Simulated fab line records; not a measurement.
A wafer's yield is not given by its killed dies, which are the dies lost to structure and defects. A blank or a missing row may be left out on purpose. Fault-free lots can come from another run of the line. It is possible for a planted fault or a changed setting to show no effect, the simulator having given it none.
fab line records | flow sky130
record: lots: 6 | wafers: 18 | last_day: 50
route steps=708 shown VT_ADJUST_NCORE@123 VT_ADJUST_HVTR@131 PAD_OPEN@708
lots that met no fault: from a run of the same line without faults
start_h: start of the lot's first displayed wafer, in hours after the record's first day | wait_h: hours since the lot's step before | " the same as in the row above | L1.1+2: several wafers, shown together as one row | - either no value or no given start | * or withheld: withheld | < > ~ a bound
route shown NAME@n: names a module that has steps shown in the file, with the first one's number in the route | usual: mean and standard deviation over wafers with no fault | same: alike in all rows | chamber/n: place in a boat | sites: readings site by site | _std_site: their standard deviation | _edge_site: mean of outer sites minus mean of inner sites | radius_mm: how far each site lies from the wafer's centre | mask NAME#n: copy n | behind: the most recent tool/chamber to have shaped the wafer | hold: cause of the lot's hold/its duration in hours/its outcome | device: the transistor (n, p or np) that didn't switch | end of line: the tests these same wafers got at the end of their route | a step without rows: its recipe alone | killed: count of dies lost to structure and defects at first sort (not the wafer's yield) | map: the dies of a wafer, with x for killed, . for not killed, _ for no die there
set.NAME: the setting that was run; set.NAME@STEP: the one run at that earlier step | model.NAME: the simulator's own value behind a step, which no gauge read
lots at some steps of the route; a table a step, a row a wafer
services: from which hour (start_h, from the record's first day; less than 0 if before it) a tool's chamber was out of use, for how many hours, and why
== steps ==
step: SKY_VT_ADJUST_NCORE_EXPOSE_04
recipe: mask_id: LVTN_COMPLEMENT_THIN | na: 0.6 | source_shape: conventional | sigma_outer: 0.6 | polarization: unpolarized | target_cd_nm: 380 | dose_mj: 139
step: SKY_VT_ADJUST_NCORE_PEB_05
recipe: temp_c: withheld | time_s: * | resist: NOVOLAK
step: SKY_VT_ADJUST_NCORE_DEVELOP_06
recipe: resist: NOVOLAK | developer: TMAH | develop_time_s: 60 | dev_temp_c: 23
step: SKY_VT_ADJUST_NCORE_CD_MEAS_07
recipe: target_cd_nm: 380
usual: cd_nm: 380/3
lot.wafer | tool      | chamber | start_h | wait_h | cd_nm
L482.2    | cd_sem-01 | -       | 213.43  | 0.1    | 377
L482.3    | "         | -       | "       | "      | 376
L482.6    | "         | -       | "       | "      | 377
L483.2    | cd_sem-02 | -       | 239.61  | 0.1    | 380
L483.3    | "         | -       | "       | "      | 381
L483.5    | "         | -       | "       | "      | 376
L488.1    | cd_sem-02 | -       | 268.01  | 0.1    | 383
L488.3    | "         | -       | "       | "      | 383
L488.4    | "         | -       | "       | "      | 383
L489.1    | cd_sem-01 | -       | 292.79  | 0.1    | 382
L489.2    | "         | -       | "       | "      | 379
L489.6    | "         | -       | "       | "      | 378
L493.3    | cd_sem-02 | -       | 309.05  | 0.1    | 378
L493.5    | "         | -       | "       | "      | 378
L493.6    | "         | -       | "       | "      | 379
L498.1    | cd_sem-02 | -       | 328.14  | 0.1    | 380
L498.4    | "         | -       | "       | "      | 381
L498.6    | "         | -       | "       | "      | 380
step: SKY_VT_ADJUST_NCORE_OVL_MEAS_08
usual: VT_ADJUST_NCORE_OVL: 0.5/1.6
lot.wafer | tool       | chamber | start_h | wait_h | VT_ADJUST_NCORE_OVL[nm]
L482.2    | overlay-01 | -       | 213.54  | 0.1    | -3.3
L482.3    | "          | -       | "       | "      | -3.4
L482.6    | "          | -       | "       | "      | -2.4
L483.2    | overlay-01 | -       | 239.72  | 0.1    | 2.2
L483.3    | "          | -       | "       | "      | 0.1
L483.5    | "          | -       | "       | "      | 0.6
L488.1    | overlay-02 | -       | 268.13  | 0.1    | 0.1
L488.3    | "          | -       | "       | "      | -0.7
L488.4    | "          | -       | "       | "      | -0.2
L489.1    | overlay-01 | -       | 292.91  | 0.1    | -0.4
L489.2    | "          | -       | "       | "      | 1.9
L489.6    | "          | -       | "       | "      | 0.5
L493.3    | overlay-01 | -       | 309.14  | 0.1    | 0.6
L493.5    | "          | -       | "       | "      | -0.2
L493.6    | "          | -       | "       | "      | 1.5
L498.1    | overlay-02 | -       | 328.26  | 0.1    | 1.3
L498.4    | "          | -       | "       | "      | 2.2
L498.6    | "          | -       | "       | "      | 1.5
step: SKY_VT_ADJUST_NCORE_IMPLANT_09
recipe: species: B | energy_kev: 10 | dose_cm2: 2.4e+12 | tilt_deg: withheld
step: SKY_VT_ADJUST_NCORE_STRIP_10
recipe: chemistry: O2/N2 | power_w: 1400 | pressure_mtorr: 1500 | platen_temp_c: withheld | o2_flow_sccm: 3000 | n2_flow_sccm: 300 | overash_fraction: 0.5
usual: drypump_motor_current_A: 5.6/0.43 | oes_product_au: 0.716/0.0041 | strip_time_to_endpoint_s: 14.24/0.036
lot.wafer | tool            | chamber | start_h | wait_h | drypump_motor_current_A | oes_product_au | rf_hours_counter_h | strip_time_to_endpoint_s
L482.2    | plasma_asher-02 | 0       | 213.72  | 0.1    | 6.1                     | 0.715          | 39                 | 14.24
L482.3    | "               | 1       | "       | "      | 5.2                     | 0.713          | -                  | 14.23
L482.6    | "               | 1       | "       | "      | 5.2                     | 0.712          | -                  | 14.24
L483.2    | plasma_asher-02 | 0       | 239.90  | 0.1    | 6.1                     | 0.711          | 42                 | 14.26
L483.3    | "               | 1       | "       | "      | 5.2                     | 0.719          | -                  | 14.20
L483.5    | "               | 1       | "       | "      | 5.2                     | 0.711          | -                  | 14.26
L488.1    | plasma_asher-03 | 0       | 268.32  | 0.1    | 5.2                     | 0.710          | 56                 | 14.26
L488.3    | "               | 0       | "       | "      | 5.2                     | 0.720          | -                  | 14.20
L488.4    | "               | 1       | "       | "      | 6.2                     | 0.714          | -                  | 14.24
L489.1    | plasma_asher-03 | 0       | 293.10  | 0.1    | 5.3                     | 0.721          | 59                 | 14.26
L489.2    | "               | 1       | "       | "      | 6.2                     | 0.714          | 59                 | 14.22
L489.6    | "               | 0       | "       | "      | 5.2                     | 0.713          | -                  | 14.28
L493.3    | plasma_asher-03 | 0       | 309.35  | 0.1    | 5.2                     | 0.715          | -                  | 14.21
L493.5    | "               | 0       | "       | "      | 5.3                     | 0.724          | -                  | 14.18
L493.6    | "               | 1       | "       | "      | 6.2                     | 0.720          | -                  | 14.21
L498.1    | plasma_asher-03 | 1       | 328.45  | 0.1    | 6.2                     | 0.715          | 62                 | 14.27
L498.4    | "               | 1       | "       | "      | 6.2                     | 0.719          | -                  | 14.24
L498.6    | "               | 1       | "       | "      | 6.2                     | 0.713          | -                  | 14.26
step: SKY_VT_ADJUST_NCORE_TW_MEAS_11
usual: VT_ADJUST_NCORE_TW: 217.0/0.99
lot.wafer | tool          | chamber | start_h | wait_h | VT_ADJUST_NCORE_TW
L482.2    | film_metro-03 | -       | 213.83  | 0.1    | 216.9
L482.3    | "             | -       | "       | "      | 217.4
L482.6    | "             | -       | "       | "      | 216.6
L483.2    | film_metro-04 | -       | 240.01  | 0.1    | 217.5
L483.3    | "             | -       | "       | "      | 217.6
L483.5    | "             | -       | "       | "      | 218.3
L488.1    | film_metro-01 | -       | 268.42  | 0.1    | 216.1
L488.3    | "             | -       | "       | "      | 217.6
L488.4    | "             | -       | "       | "      | 216.5
L489.1    | film_metro-04 | -       | 293.20  | 0.1    | 218.4
L489.2    | "             | -       | "       | "      | 218.4
L489.6    | "             | -       | "       | "      | 219.5
L493.3    | film_metro-03 | -       | 309.44  | 0.1    | 215.9
L493.5    | "             | -       | "       | "      | 215.5
L493.6    | "             | -       | "       | "      | 217.0
L498.1    | film_metro-01 | -       | 328.55  | 0.1    | 215.8
L498.4    | "             | -       | "       | "      | 216.6
L498.6    | "             | -       | "       | "      | 215.9
step: SKY_VT_ADJUST_HVTR_DEHYDRATE_00
recipe: temp_c: 200 | time_s: 60
step: SKY_VT_ADJUST_HVTR_HMDS_01
recipe: prime_time_s: 60 | prime_temp_c: 120
step: SKY_VT_ADJUST_HVTR_COAT_02
recipe: resist: NOVOLAK | spin_rpm: 3000 | resist_thk_nm: 1154
step: SKY_VT_ADJUST_HVTR_SOFTBAKE_03
recipe: temp_c: 90 | time_s: 60 | resist: NOVOLAK
step: SKY_VT_ADJUST_HVTR_EXPOSE_04
recipe: mask_id: HVTRM | target_cd_nm: 380 | na: 0.6 | source_shape: conventional | sigma_outer: 0.6 | dose_mj: 150
usual: exposure_dose_mJ_cm2: 150.66/0.17
lot.wafer | tool             | chamber | start_h | wait_h | mask    | exposure_dose_mJ_cm2 | model.VT_ADJUST_HVTR.overlay_x_nm
L482.2    | iline_stepper-02 | 0       | 224.38  | -      | HVTRM#0 | 150.53               | -0.5122
L482.3    | "                | 0       | "       | "      | HVTRM#0 | 150.73               | -0.5122
L482.6    | "                | 0       | "       | "      | HVTRM#0 | 150.51               | -0.5122
L483.2    | iline_stepper-02 | 0       | 251.61  | -      | HVTRM#0 | 150.67               | 0.756
L483.3    | "                | 0       | "       | "      | HVTRM#0 | 150.71               | 0.756
L483.5    | "                | 0       | "       | "      | HVTRM#0 | 150.41               | 0.756
L488.1    | iline_stepper-02 | 0       | 280.82  | -      | HVTRM#0 | 150.84               | 113.9
L488.3    | "                | 0       | "       | "      | HVTRM#0 | 150.72               | 113.9
L488.4    | "                | 0       | "       | "      | HVTRM#0 | 150.61               | 113.9
L489.1    | iline_stepper-02 | 0       | 305.96  | -      | HVTRM#0 | 150.72               | 114.9
L489.2    | "                | 0       | "       | "      | HVTRM#0 | 150.71               | 114.9
L489.6    | "                | 0       | "       | "      | HVTRM#0 | 150.43               | 114.9
L493.3    | iline_stepper-01 | 0       | 323.16  | -      | HVTRM#0 | 150.55               | -0.02912
L493.5    | "                | 0       | "       | "      | HVTRM#0 | 150.39               | -0.02912
L493.6    | "                | 0       | "       | "      | HVTRM#0 | 150.48               | -0.02912
L498.1    | iline_stepper-01 | 0       | 342.77  | -      | HVTRM#0 | 150.50               | 0.2288
L498.4    | "                | 0       | "       | "      | HVTRM#0 | 150.74               | 0.2288
L498.6    | "                | 0       | "       | "      | HVTRM#0 | 150.73               | 0.2288
step: SKY_VT_ADJUST_HVTR_PEB_05
recipe: temp_c: withheld | time_s: * | resist: NOVOLAK
step: SKY_VT_ADJUST_HVTR_DEVELOP_06
recipe: develop_time_s: 60 | dev_temp_c: 23
step: SKY_VT_ADJUST_HVTR_CD_MEAS_07
recipe: target_cd_nm: 380
usual: cd_nm: 379.1/2.1
lot.wafer | tool      | chamber | start_h | wait_h | cd_nm
L482.2    | cd_sem-02 | -       | 235.14  | 0.1    | 376.8
L482.3    | "         | -       | "       | "      | 374.5
L482.6    | "         | -       | "       | "      | 379.7
L483.2    | cd_sem-02 | -       | 263.10  | 0.1    | 377.6
L483.3    | "         | -       | "       | "      | 374.7
L483.5    | "         | -       | "       | "      | 377.7
L488.1    | cd_sem-01 | -       | 293.55  | 0.1    | 380.2
L488.3    | "         | -       | "       | "      | 380.6
L488.4    | "         | -       | "       | "      | 377.8
L489.1    | cd_sem-02 | -       | 319.58  | 0.1    | 383.9
L489.2    | "         | -       | "       | "      | 381.9
L489.6    | "         | -       | "       | "      | 384.7
L493.3    | cd_sem-02 | -       | 336.51  | 0.1    | 377.5
L493.5    | "         | -       | "       | "      | 376.3
L493.6    | "         | -       | "       | "      | 379.6
L498.1    | cd_sem-02 | -       | 356.19  | 0.3    | 379.6
L498.4    | "         | -       | "       | "      | 379.2
L498.6    | "         | -       | "       | "      | 382.3
step: SKY_VT_ADJUST_HVTR_OVL_MEAS_08
usual: VT_ADJUST_HVTR_OVL: 0.2/1.5
lot.wafer | tool       | chamber | start_h | wait_h | VT_ADJUST_HVTR_OVL[nm]
L482.2    | overlay-02 | -       | 235.25  | 0.1    | 1.7
L482.3    | "          | -       | "       | "      | 0.3
L482.6    | "          | -       | "       | "      | 1.7
L483.2    | overlay-01 | -       | 263.21  | 0.1    | 3.7
L483.3    | "          | -       | "       | "      | 2.6
L483.5    | "          | -       | "       | "      | 3.0
L488.1    | overlay-01 | -       | 293.67  | 0.1    | 114.0
L488.3    | "          | -       | "       | "      | 112.3
L488.4    | "          | -       | "       | "      | 114.1
L489.1    | overlay-02 | -       | 319.70  | 0.1    | 116.0
L489.2    | "          | -       | "       | "      | 115.6
L489.6    | "          | -       | "       | "      | 114.9
L493.3    | overlay-02 | -       | 336.60  | 0.1    | 0.9
L493.5    | "          | -       | "       | "      | 0.8
L493.6    | "          | -       | "       | "      | 0.5
L498.1    | overlay-01 | -       | 356.31  | 0.1    | -0.4
L498.4    | "          | -       | "       | "      | 0.6
L498.6    | "          | -       | "       | "      | -0.7
step: SKY_VT_ADJUST_HVTR_IMPLANT_09
recipe: species: B | energy_kev: 10 | dose_cm2: 2.1e+12 | tilt_deg: withheld
step: SKY_PAD_OPEN_PROBE_99
usual: killed_at_M0_to_M3: 44/6.2 | killed_at_M4_up: 3.3/1.8 | killed_at_contacts: 25/5.8 | killed_at_front_end: 15/4 | killed_at_other: 0.3/0.49 | killed_dies: 88/8.8 | killed_open: 48/6.5 | killed_short: 39/6.3
same: gross_dies: 492 | killed_at_back_side: 0
lot.wafer | tool      | chamber | start_h | wait_h | killed_at_M0_to_M3 | killed_at_M4_up | killed_at_contacts | killed_at_front_end | killed_at_other | killed_dies | killed_open | killed_short | model.etest.pfet_01v8_mvt.drive_ua_um | model.etest.pfet_01v8_mvt.off_log10_a_um | model.etest.pfet_01v8_mvt.vt_sat_v | model.etest.pfet_01v8_mvt.vt_v
L482.2    | prober-02 | -       | 1101.48 | 0.1    | 50                 | 6               | 24                 | 18                  | 0               | 98          | 50          | 48           | 152.4                                 | -10.69                                   | -0.5681                            | -0.6549
L482.3    | prober-02 | -       | 1101.53 | 0.2    | 52                 | 2               | 35                 | 21                  | 1               | 111         | 60          | 51           | 153.4                                 | -10.54                                   | -0.5754                            | -0.6602
L482.6    | prober-02 | -       | 1101.68 | 0.2    | 38                 | 5               | 14                 | 15                  | 2               | 74          | 43          | 31           | 150.5                                 | -10.66                                   | -0.5778                            | -0.6622
L483.2    | prober-01 | -       | 1128.31 | 0.1    | 37                 | 1               | 22                 | 12                  | 0               | 72          | 40          | 32           | 150.4                                 | -10.7                                    | -0.5701                            | -0.6542
L483.3    | prober-01 | -       | 1128.36 | 0.2    | 45                 | 6               | 21                 | 14                  | 0               | 86          | 48          | 38           | 148.9                                 | -10.73                                   | -0.5725                            | -0.6551
L483.5    | prober-01 | -       | 1128.46 | 0.2    | 39                 | 0               | 24                 | 24                  | 0               | 87          | 43          | 44           | 150.5                                 | -10.89                                   | -0.5651                            | -0.6467
L488.1    | prober-01 | -       | 1153.06 | 0.1    | 46                 | 2               | 24                 | 14                  | 1               | 87          | 54          | 33           | 146.2                                 | -11.13                                   | -0.6328                            | -0.712
L488.3    | prober-01 | -       | 1153.16 | 0.2    | 43                 | 4               | 20                 | 12                  | 0               | 79          | 47          | 32           | 147.4                                 | -11.13                                   | -0.6353                            | -0.7154
L488.4    | prober-01 | -       | 1153.21 | 0.2    | 51                 | 3               | 26                 | 17                  | 0               | 97          | 57          | 40           | 146.2                                 | -11.31                                   | -0.6341                            | -0.7139
L489.1    | prober-01 | -       | 1171.59 | 0.1    | 47                 | 3               | 31                 | 12                  | 0               | 93          | 51          | 41           | 143.9                                 | -11.15                                   | -0.6492                            | -0.7222
L489.2    | prober-01 | -       | 1171.64 | 0.1    | 51                 | 2               | 22                 | 13                  | 1               | 89          | 47          | 42           | 146                                   | -11.3                                    | -0.6443                            | -0.7254
L489.6    | prober-01 | -       | 1171.84 | 0.2    | 42                 | 1               | 28                 | 8                   | 0               | 79          | 49          | 28           | 143                                   | -11.34                                   | -0.6506                            | -0.7281
L493.3    | prober-01 | -       | 1184.52 | 0.2    | 46                 | 0               | 36                 | 15                  | 0               | 97          | 59          | 37           | 156.1                                 | -10.25                                   | -0.5282                            | -0.62
L493.5    | prober-01 | -       | 1184.62 | 0.2    | 49                 | 2               | 32                 | 20                  | 0               | 103         | 50          | 53           | 154.9                                 | -10.25                                   | -0.5414                            | -0.6304
L493.6    | prober-01 | -       | 1184.67 | 0.2    | 41                 | 4               | 23                 | 15                  | 0               | 83          | 42          | 40           | 158.1                                 | -10.18                                   | -0.5302                            | -0.6196
L498.1    | prober-02 | -       | 1193.76 | 0.1    | 47                 | 1               | 25                 | 15                  | 0               | 88          | 48          | 40           | 151.6                                 | -11.06                                   | -0.5935                            | -0.6743
L498.4    | prober-02 | -       | 1193.91 | 0.2    | 57                 | 1               | 33                 | 16                  | 0               | 107         | 53          | 54           | 151.2                                 | -11.04                                   | -0.5981                            | -0.6776
L498.6    | prober-02 | -       | 1194.01 | 0.2    | 46                 | 2               | 16                 | 20                  | 1               | 85          | 48          | 37           | 149.9                                 | -11.08                                   | -0.6029                            | -0.6849
killed by level:class
L482.2 CONTACT:geometric_particle:open=9 METAL1:geometric_particle:short=9 VIA1:geometric_particle:open=8 VIA2:geometric_particle:open=7 CONTACT:geometric_particle:short=6 VIA3:geometric_particle:open=6 LI_CONTACT:geometric_particle:open=5 METAL4:geometric_particle:short=5
L482.3 CONTACT:geometric_particle:open=14 VIA1:geometric_particle:short=10 LI_CONTACT:geometric_particle:open=9 VIA1:geometric_particle:open=8 METAL2:geometric_particle:short=8 POLY_GATE:geometric_particle:open=7 METAL1:geometric_particle:short=7 VIA3:geometric_particle:open=7
L482.6 VIA2:geometric_particle:open=7 VIA1:geometric_particle:open=6 LOCAL_INTERCONNECT:geometric_particle:short=5 CONTACT:geometric_particle:open=5 METAL2:geometric_particle:open=5 FIELD_ISO:geometric_particle:open=4 METAL1:geometric_particle:short=4 POLY_GATE:geometric_particle:open=3
L483.2 CONTACT:geometric_particle:open=8 POLY_GATE:geometric_particle:open=6 METAL2:geometric_particle:short=6 LI_CONTACT:geometric_particle:open=5 VIA1:geometric_particle:short=5 VIA2:geometric_particle:open=5 METAL1:geometric_particle:short=4 VIA3:geometric_particle:open=4
L483.3 VIA1:geometric_particle:open=13 CONTACT:geometric_particle:short=8 VIA3:geometric_particle:open=8 VIA1:geometric_particle:short=7 CONTACT:geometric_particle:open=6 LI_CONTACT:geometric_particle:open=5 POLY_GATE:geometric_particle:open=4 VIA3:geometric_particle:short=4
L483.5 POLY_GATE:geometric_particle:short=9 CONTACT:geometric_particle:open=9 VIA1:geometric_particle:open=9 POLY_GATE:geometric_particle:open=7 LOCAL_INTERCONNECT:geometric_particle:short=5 CONTACT:geometric_particle:short=5 VIA3:geometric_particle:short=5 METAL1:geometric_particle:short=5
L488.1 VIA2:geometric_particle:open=13 CONTACT:geometric_particle:open=13 VIA1:geometric_particle:open=7 VIA1:geometric_particle:short=7 FIELD_ISO:geometric_particle:short=6 VIA3:geometric_particle:open=6 CONTACT:geometric_particle:short=5 FIELD_ISO:geometric_particle:open=4
L488.3 CONTACT:geometric_particle:open=10 VIA2:geometric_particle:open=9 VIA1:geometric_particle:open=7 METAL1:geometric_particle:short=6 LI_CONTACT:geometric_particle:open=5 FIELD_ISO:geometric_particle:short=4 POLY_GATE:geometric_particle:short=4 VIA3:geometric_particle:open=4
L488.4 VIA2:geometric_particle:open=12 CONTACT:geometric_particle:open=11 VIA3:geometric_particle:open=11 VIA1:geometric_particle:open=10 FIELD_ISO:geometric_particle:open=6 CONTACT:geometric_particle:short=6 FIELD_ISO:geometric_particle:short=4 LOCAL_INTERCONNECT:geometric_particle:short=4
L489.1 VIA1:geometric_particle:open=12 CONTACT:geometric_particle:open=11 VIA3:geometric_particle:open=9 LI_CONTACT:geometric_particle:open=8 CONTACT:geometric_particle:short=5 METAL2:geometric_particle:short=5 VIA2:geometric_particle:open=4 METAL1:geometric_particle:short=4
L489.2 VIA2:geometric_particle:open=10 VIA1:geometric_particle:open=8 VIA3:geometric_particle:open=8 METAL2:geometric_particle:short=7 FIELD_ISO:geometric_particle:short=6 CONTACT:geometric_particle:open=6 LOCAL_INTERCONNECT:geometric_particle:short=5 CONTACT:geometric_particle:short=4
L489.6 CONTACT:geometric_particle:open=9 VIA1:geometric_particle:open=9 CONTACT:geometric_particle:short=8 VIA2:geometric_particle:open=8 VIA3:geometric_particle:open=7 LI_CONTACT:geometric_particle:open=6 METAL2:geometric_particle:short=5 FIELD_ISO:geometric_particle:open=4
L493.3 CONTACT:geometric_particle:open=14 VIA2:geometric_particle:open=9 VIA1:geometric_particle:open=9 CONTACT:geometric_particle:short=7 VIA3:geometric_particle:open=7 LI_CONTACT:geometric_particle:open=5 LI_CONTACT:geometric_particle:short=5 VIA2:geometric_particle:short=5
L493.5 METAL2:geometric_particle:short=10 CONTACT:geometric_particle:open=9 LI_CONTACT:geometric_particle:open=8 VIA1:geometric_particle:open=8 VIA1:geometric_particle:short=7 FIELD_ISO:geometric_particle:short=5 CONTACT:geometric_particle:short=5 FIELD_ISO:geometric_particle:open=4
L493.6 CONTACT:geometric_particle:open=9 CONTACT:geometric_particle:short=7 VIA1:geometric_particle:open=7 VIA2:geometric_particle:open=6 METAL1:geometric_particle:short=6 VIA2:geometric_particle:short=6 VIA3:geometric_particle:open=5 FIELD_ISO:geometric_particle:open=3
L498.1 CONTACT:geometric_particle:open=9 METAL1:geometric_particle:short=9 VIA1:geometric_particle:open=7 LI_CONTACT:geometric_particle:open=7 VIA3:geometric_particle:open=7 FIELD_ISO:geometric_particle:open=6 FIELD_ISO:geometric_particle:short=5 METAL2:geometric_particle:short=5
L498.4 LOCAL_INTERCONNECT:geometric_particle:short=13 VIA2:geometric_particle:open=12 VIA1:geometric_particle:open=10 CONTACT:geometric_particle:open=9 VIA3:geometric_particle:open=8 LI_CONTACT:geometric_particle:open=7 VIA1:geometric_particle:short=6 POLY_GATE:geometric_particle:short=5
L498.6 METAL2:geometric_particle:short=10 CONTACT:geometric_particle:open=8 VIA1:geometric_particle:open=8 VIA2:geometric_particle:open=6 FIELD_ISO:geometric_particle:open=5 METAL1:geometric_particle:short=5 VIA1:geometric_particle:short=5 POLY_GATE:geometric_particle:open=4
== services ==
tool             | chamber | start_h | hours | kind
iline_stepper-02 | -       | 193.80  | 7.2   | repair
iline_stepper-01 | -       | 205.32  | 3.6   | repair
iline_stepper-02 | -       | 228.88  | 1.7   | pm
iline_stepper-01 | -       | 238.76  | 1.7   | pm
iline_stepper-01 | -       | 253.53  | 2.1   | pm
iline_stepper-01 | -       | 255.61  | -     | consumable_replace:lamp
iline_stepper-02 | 0       | 302.40  | -     | calibration
iline_stepper-02 | -       | 307.04  | 9.2   | repair
iline_stepper-01 | 0       | 338.14  | -     | calibration
== key ==
first_sign: step: SKY_VT_ADJUST_HVTR_OVL_MEAS_08 | reading: VT_ADJUST_HVTR_OVL | direction: up | sigmas: 77 | usual: 0.2 | struck: 114.5
effect none on later readings
model_effect: step: SKY_VT_ADJUST_HVTR_EXPOSE_04 | value: VT_ADJUST_HVTR.overlay_x_nm | without: 0.1577 | struck: 114.4
model_effect: step: SKY_PAD_OPEN_PROBE_99 | value: etest.pfet_01v8_mvt.drive_ua_um | without: 153.2 | struck: 145.4
met_at SKY_VT_ADJUST_HVTR_EXPOSE_04
struck_wafers L488.1,L488.3,L488.4,L489.1,L489.2,L489.6
tester_left_out L488,L489
onset_between 251.61 280.82
fault: kind: scanner_matching_overlay | tool: iline_stepper-02 | chamber: - | onset_h: 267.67 | steps: SKY_VT_ADJUST_HVTR_EXPOSE_04 | offset: 114.27
tester_left_out: of these lots the tester's yield and bins aren't shown, on N5 and GAA mostly nor the transistor test; their killed dies are dies lost to structure and defects alone, not to doping, threshold or leakage, so they don't give the yield
